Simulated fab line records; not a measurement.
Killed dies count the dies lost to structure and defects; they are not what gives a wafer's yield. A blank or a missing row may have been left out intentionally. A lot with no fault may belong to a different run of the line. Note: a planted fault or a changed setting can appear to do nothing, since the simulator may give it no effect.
Which tool did it? -- flow gf180mcu -- 12 lots with 36 wafers sampled at 6 steps, on a route of 602 steps

== WHAT THE GAUGES READ, wafer by wafer ==
GF_V5_OVL_MEAS_15.
lot,measured,on,V5_OVL (nm)
L075,day 27 10:43,overlay-01,7 8 6
L077,day 28 06:32,overlay-01,-2 0 0
L079,day 28 14:38,overlay-01,12 7 0
L081,day 29 12:49,overlay-02,-3 0 0
L083,day 30 02:21,overlay-01,-14 -10 -6
L085,day 30 12:25,overlay-02,14 15 7
L087,day 31 03:08,overlay-01,-12 -11 -4
L089,day 31 17:37,overlay-02,4 -1 7
L091,day 32 00:16,overlay-02,10 3 14
L093,day 32 15:18,overlay-01,-1 -6 -3
L095,day 33 02:57,overlay-01,6 4 0
L097,day 33 16:37,overlay-01,9 7 7

== EACH LOT AND THE TOOL THAT RAN IT (in order: tool; ch and the chambers of the sampled wafers; start) ==
lot,GF_SALICIDE_RTA_06,GF_M2_SPUTTER_01,GF_V4_CMP_26,GF_MIM_SPUTTER_00,GF_V5_CVD_02
L075,"rtp-anneal-01 ch 0, day 15 12:03","pvd-sputter-04, day 18 10:19","cmp-01 ch 0,1,3, day 24 16:49","pvd-sputter-03, day 24 17:01","pecvd-04 ch 0,1,2, day 26 13:27"
L077,"rtp-anneal-01 ch 0, day 16 10:08","pvd-sputter-03, day 19 11:46","cmp-01 ch 1,2,3, day 25 14:52","pvd-sputter-02, day 25 15:04","pecvd-04 ch 0,1, day 27 09:44"
L079,"rtp-anneal-01 ch 0, day 16 19:55","pvd-sputter-04, day 19 22:02","cmp-01 ch 0,1,3, day 25 23:34","pvd-sputter-02, day 25 23:52","pecvd-04 ch 0,2, day 27 18:34"
L081,"rtp-anneal-02 ch 0, day 17 18:31","pvd-sputter-04, day 21 00:04","cmp-02 ch 0,2, day 26 22:59","pvd-sputter-02, day 26 23:17","pecvd-01 ch 0,2, day 28 16:49"
L083,"rtp-anneal-02 ch 0, day 18 09:37","pvd-sputter-01, day 21 15:43","cmp-01 ch 0,1,2, day 27 13:49","pvd-sputter-03, day 27 14:04","pecvd-04 ch 1,2, day 29 07:01"
L085,"rtp-anneal-01 ch 0, day 19 01:41","pvd-sputter-04, day 22 07:35","cmp-02 ch 0,1, day 28 00:50","pvd-sputter-03, day 28 01:08","pecvd-01 ch 0,1,2, day 29 17:12"
L087,"rtp-anneal-01 ch 0, day 19 20:25","pvd-sputter-04, day 23 00:58","cmp-02 ch 0,1, day 28 16:44","pvd-sputter-04, day 28 17:02","pecvd-01 ch 0,1,2, day 30 08:28"
L089,"rtp-anneal-02 ch 0, day 20 17:23","pvd-sputter-03, day 23 21:19","cmp-01 ch 1,2, day 29 09:15","pvd-sputter-02, day 29 09:30","pecvd-03 ch 0,1,2, day 30 23:32"
L091,"rtp-anneal-01 ch 0, day 21 02:25","pvd-sputter-03, day 24 05:22","cmp-01 ch 0,2,3, day 29 15:31","pvd-sputter-03, day 29 15:46","pecvd-03 ch 0,1, day 31 06:13"
L093,"rtp-anneal-01 ch 0, day 21 21:56","pvd-sputter-01, day 24 23:53","cmp-02 ch 1,2, day 30 08:58","pvd-sputter-02, day 30 09:16","pecvd-04 ch 0,1, day 31 21:47"
L095,"rtp-anneal-01 ch 0, day 22 12:36","pvd-sputter-04, day 25 13:52","cmp-02 ch 0,2,3, day 30 22:22","pvd-sputter-02, day 30 22:34","pecvd-03 ch 0,1, day 32 10:13"
L097,"rtp-anneal-01 ch 0, day 23 10:55","pvd-sputter-03, day 26 08:45","cmp-02 ch 2,3, day 31 12:36","pvd-sputter-03, day 31 12:54","pecvd-04 ch 1,2, day 33 00:29"
- GF_SALICIDE_RTA_06: time 30 s.
- GF_M2_SPUTTER_01: material TiN, target thk 30 nm, time 24.14 s.
- GF_V4_CMP_26: polishes, stops on SiO2, t overpolish 15 s, target thk 0 nm.
- GF_MIM_SPUTTER_00: material Ti, target thk 37.5 nm, time 150 s.
- GF_V5_CVD_02: deposits SiO2 from TEOS, target thk 1450 nm, time 163.28 s.

== THE ANSWER, worked out from the rows above alone ==
Rule: the usual values come from the lots themselves. The widest of any qualifying gaps counts: lots, ordered by their means at a reading, are off when they make up no more than a third of the lots, leave a main group of 4 or more, and stand apart from it by 3 or more times the standard deviation of that group's means. A main group is skipped when, at the precision printed for the reading in the tables above, its means are all equal. Also off: a lot with no number at a reading for which 4 or more lots have one. All remaining lots with rows at the step are treated as sound.
Across all readings shown, no lot is off: no conclusion can be drawn from this.

== WHAT THE SIMULATOR HAD PUT IN ==
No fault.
